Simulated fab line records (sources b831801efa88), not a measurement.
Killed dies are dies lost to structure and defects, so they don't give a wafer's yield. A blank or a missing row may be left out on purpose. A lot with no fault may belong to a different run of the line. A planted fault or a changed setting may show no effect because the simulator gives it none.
Which tool was responsible?	flow gf180mcu	39 wafers from 13 lots sampled at 5 of the route's 602 steps

WHAT EACH GAUGE READ, for each wafer
GF_NWELL_OVL_MEAS_07.
lot	measured	on	NWELL_OVL (nm)
L477	day 3 07:06	overlay-01	1.5 1.2 3.1
L478	day 3 12:34	overlay-02	-0.6 -0.3 -1.7
L479	day 3 19:22	overlay-02	-0.2 -0.9 -0.4
L481	day 4 05:35	overlay-01	1.0 0.8 0.4
L482	day 4 09:51	overlay-01	-0.5 -0.6 0.2
L483	day 4 15:32	overlay-02	-1.0 -1.2 -0.4
L486	day 5 07:19	overlay-02	-0.8 1.2 0.8
L489	day 6 00:47	overlay-02	-0.5 -1.2 0.0
L491	day 6 11:58	overlay-02	1.1 1.0 0.1
L495	day 7 09:07	overlay-02	-1.8 0.0 -1.2
L498	day 8 01:41	overlay-02	-2.0 -2.2 -1.4
L499	day 8 07:49	overlay-01	2.9 2.3 3.0
L500	day 8 18:40	overlay-01	2.1 1.0 1.5

GF_MVSD_OVL_MEAS_07.
lot	measured	on	MVSD_OVL (nm)
L477	day 4 10:18	overlay-01	0.7 0.0 1.5
L478	day 4 15:19	overlay-02	-1.8 0.2 -0.8
L479	day 4 23:41	overlay-02	-0.3 1.0 -0.7
L481	day 5 09:16	overlay-02	1.1 1.1 1.2
L482	day 5 14:35	overlay-02	1.1 1.3 0.0
L483	day 5 19:19	overlay-02	3.2 2.0 2.0
L486	day 6 13:19	overlay-02	-1.0 -0.8 -1.3
L489	day 7 08:11	overlay-02	2.8 3.2 1.1
L491	day 7 18:57	overlay-01	-0.1 -0.6 -0.6
L495	day 8 18:12	overlay-01	3.9 4.9 2.4
L498	day 9 11:49	overlay-01	1.7 2.4 3.5
L499	day 9 18:53	overlay-02	-0.8 -0.4 -0.4
L500	day 10 06:36	overlay-02	0.4 1.7 1.2

GF_VT_IMPLANT_TW_MEAS_21.
lot	measured	on	VT_IMPLANT_2_TW
L477	day 6 06:34	filmMetro-01	1227 1231 1231
L478	day 6 10:31	filmMetro-01	1238 1233 1231
L479	day 6 20:52	filmMetro-02	1200 1199 1199
L481	day 7 08:06	filmMetro-01	1222 1230 1227
L482	day 7 14:36	filmMetro-01	1215 1224 1220
L483	day 7 17:28	filmMetro-04	1231 1230 1226
L486	day 8 14:34	filmMetro-02	1083 1083 1089 1090 1089 1086
L489	day 9 11:04	filmMetro-02	1089 1088 1091 1089 1088 1091
L491	day 9 22:53	filmMetro-04	1115 1104 1113 1119 1113 1114
L495	day 11 00:54	filmMetro-01	1233 1238 1239
L498	day 11 18:52	filmMetro-02	1206 1208 1200
L499	day 12 02:00	filmMetro-04	1219 1218 1221
L500	day 12 14:46	filmMetro-02	1219 1215 1227

WHICH TOOL RAN EACH LOT (tool, then ch and the chambers of the sampled wafers, then the start)
lot	GF_MVPSD_STRIP_10	GF_VT_IMPLANT_IMPLANT_19
L477	plasmaAsher-02 ch 0,1, day 5 00:50	implanter-04 ch 0, day 6 06:19
L478	plasmaAsher-02 ch 0,1, day 5 05:23	implanter-03 ch 0, day 6 10:17
L479	plasmaAsher-02 ch 0,1, day 5 14:28	implanter-03 ch 0, day 6 20:40
L481	plasmaAsher-01 ch 0,1, day 6 00:45	implanter-01 ch 0, day 7 07:51
L482	plasmaAsher-02 ch 0,1, day 6 06:56	implanter-03 ch 0, day 7 14:21
L483	plasmaAsher-04 ch 0,1, day 6 10:20	implanter-01 ch 0, day 7 17:13
L486	plasmaAsher-01 ch 0,1, day 7 05:41	implanter-03 ch 0, day 8 14:20
L489	plasmaAsher-04 ch 0,1, day 8 01:04	implanter-03 ch 0, day 9 10:51
L491	plasmaAsher-02 ch 0,1, day 8 12:16	implanter-03 ch 0, day 9 22:41
L495	plasmaAsher-04 ch 0,1, day 9 12:26	implanter-01 ch 0, day 11 00:40
L498	plasmaAsher-01 ch 0,1, day 10 06:14	implanter-01 ch 0, day 11 18:37
L499	plasmaAsher-01 ch 0,1, day 10 12:57	implanter-01 ch 0, day 12 01:46
L500	plasmaAsher-04 ch 0, day 11 01:32	implanter-04 ch 0, day 12 14:31
- GF_MVPSD_STRIP_10: strips in O2/N2.
- GF_VT_IMPLANT_IMPLANT_19

AS READ BY THE TOOLS THEMSELVES (means over the sampled wafers that have a number; for cases with no such wafer, the mark the record gives instead)
GF_MVPSD_STRIP_10.
lot	tool	drypumpMotorCurrentA (A)	heaterPowerW (W)	oesProductAu (a.u.)	stripTimeToEndpointS (s)
L477	plasmaAsher-02	5.2	302	0.722	36.97
L478	plasmaAsher-02	5.0	308	0.727	37.01
L479	plasmaAsher-02	5.0	310	0.722	37.15
L481	plasmaAsher-01	6.1	319	0.721	36.91
L482	plasmaAsher-02	5.2	299	0.721	37.08
L483	plasmaAsher-04	5.5	302	0.721	36.92
L486	plasmaAsher-01	6.1	318	0.727	36.97
L489	plasmaAsher-04	5.3	292	0.726	36.79
L491	plasmaAsher-02	5.0	313	0.725	36.85
L495	plasmaAsher-04	5.3	289	0.722	37.11
L498	plasmaAsher-01	6.1	306	0.723	37.02
L499	plasmaAsher-01	6.1	305	0.723	36.97
L500	plasmaAsher-04	5.7	310	0.720	36.92

GF_VT_IMPLANT_IMPLANT_19.
lot	tool	doseIonsCm2	faradayCurrentUA
L477	implanter-04	4.353e+12	24.5
L478	implanter-03	4.352e+12	24.4
L479	implanter-03	4.345e+12	24.5
L481	implanter-01	4.343e+12	24.7
L482	implanter-03	4.347e+12	24.4
L483	implanter-01	4.348e+12	25.1
L486	implanter-03	3.178e+12	18.0
L489	implanter-03	3.171e+12	17.7
L491	implanter-03	3.168e+12	17.7
L495	implanter-01	4.352e+12	24.3
L498	implanter-01	4.343e+12	24.6
L499	implanter-01	4.350e+12	24.9
L500	implanter-04	4.350e+12	24.8

THE ANSWER, worked out from the rows above alone
Rule: the usual values come from the lots themselves. The widest of any qualifying gaps counts: lots, ordered by their means at a reading, are off when they make up no more than a third of the lots, leave a main group of 4 or more, and stand apart from it by 3 or more times the standard deviation of that group's means. If all means in a main group match to the digits the tables above print for the reading, that group is not used. Also off: a lot with no number at a reading for which 4 or more lots have one. The other lots that the step has rows for count as sound. Order of review: gauges by route order, followed by the tools' own readings, for which a lot's mean as printed above is used. At the first step where some lot is off, the reading lying furthest off is the one used; lots without a number count as furthest.
Off: at GF_VT_IMPLANT_TW_MEAS_21 (VT_IMPLANT_2_TW), L486, L489, L491. For the main group the mean is 1222 and the standard deviation 11.
A tool fits if, at a process step before that reading, it ran every lot that is off, and no sound lot after the first of them. The gauges at GF_VT_IMPLANT_TW_MEAS_21 aren't tried: what is off there is off at GF_VT_IMPLANT_IMPLANT_19 too, on other tools, and a gauge's error can't cause that. One fits: GF_VT_IMPLANT_IMPLANT_19 on implanter-03. Its last sound lot is L482 (day 7 14:21), its first lot that is off L486 (day 8 14:20): a fault that began between those two fits.
The tool's own readings at GF_VT_IMPLANT_IMPLANT_19 bear it out: on the lots that are off they differ by more than 5 times the standard deviation of the sound lots' means. doseIonsCm2 reads 3.172e+12 there against 4.348e+12 on the sound lots; faradayCurrentUA reads 17.8 there against 24.6 on the sound lots.

WHAT THE SIMULATOR PUT IN
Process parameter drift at GF_VT_IMPLANT_IMPLANT_19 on implanter-03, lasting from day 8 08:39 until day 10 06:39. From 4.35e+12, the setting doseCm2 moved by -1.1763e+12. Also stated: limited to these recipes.
Struck lots among those shown: L486, L489, L491. The rule above found the same.
